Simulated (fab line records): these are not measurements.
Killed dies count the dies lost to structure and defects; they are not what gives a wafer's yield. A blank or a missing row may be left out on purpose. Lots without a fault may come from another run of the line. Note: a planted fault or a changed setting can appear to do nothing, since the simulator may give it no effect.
A single fault, viewed from 2 desks ; flow sky130 ; numbers are kept per desk, each desk with only its own; the story behind them comes last

AT THE METROLOGY DESK
Lot by lot, what the gauges showed, no matter which tool ran the lot: averages of those sampled wafers that carry a number. Any lot whose mean is over 4 standard deviations away from the usual mean is out of limits and marked OUT; that distance is given in the brackets.
Columns: A = cd nm at SKY_VT_ADJUST_HVTP_CD_MEAS_07, usual 379.8 nm
lot;first seen here;A
L969;day 5 23:52;380.1
L973;day 6 20:25;380.7
L974;day 7 01:50;380.0
L983;day 8 10:10;383.1
L984;day 8 13:44;382.9
L985;day 8 16:28;378.5
L986;day 8 18:32;382.3
L989;day 15 07:35;378.4
L987;day 15 07:41;383.0
L988;day 15 07:55;378.1
L990;day 15 07:59;381.0
L991;day 15 09:53;382.1
This desk found nothing out of limits on any of the 12 lots.

AT THE TOOL OWNER'S DESK: implanter-01
The tool's own readings at SKY_VT_ADJUST_NCORE_IMPLANT_09: means of the sampled wafers that have a number, for each lot that ran on this tool. Any lot whose mean is over 4 standard deviations away from the usual mean is out of limits and marked OUT; that distance is given in the brackets.
Columns: A = dose ions cm2 at SKY_VT_ADJUST_NCORE_IMPLANT_09, usual 2.4004e+12; B = faraday current uA at SKY_VT_ADJUST_NCORE_IMPLANT_09, usual 13.52
lot;first seen here;A;B
L974;day 8 13:40;2.3987e+12;13.72
L983;day 10 08:23;2.5614e+12 (+62) OUT;14.59
L985;day 10 18:40;2.5616e+12 (+62) OUT;14.38
L986;day 10 21:11;2.5626e+12 (+62) OUT;14.47
L987;day 18 20:58;2.4024e+12;13.62
L990;day 18 22:01;2.3990e+12;13.78
This desk finds L983, L985, L986 out of limits, L983 being first, at day 10 08:23 (dose ions cm2 at SKY_VT_ADJUST_NCORE_IMPLANT_09). L974, L987, L990 stayed within limits.

PUT TOGETHER
An alarm could have come from the tool owner's desk at day 10 08:23, on L983, L985, L986.
The metrology desk saw nothing out of limits.
The metrology desk has L983, L985, L986 on record, within its limits.
The lots listed all ran SKY_VT_ADJUST_NCORE_IMPLANT_09 on implanter-01.

WHAT HAD BEEN PUT IN BY THE SIMULATOR
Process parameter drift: implanter-01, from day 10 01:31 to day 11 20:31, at SKY_VT_ADJUST_NCORE_IMPLANT_09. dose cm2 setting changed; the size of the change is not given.
Struck lots among those shown: L983, L985, L986.
How many hours passed from the start of the fault until each desk's first out-of-limits reading: the tool owner's desk, 7.
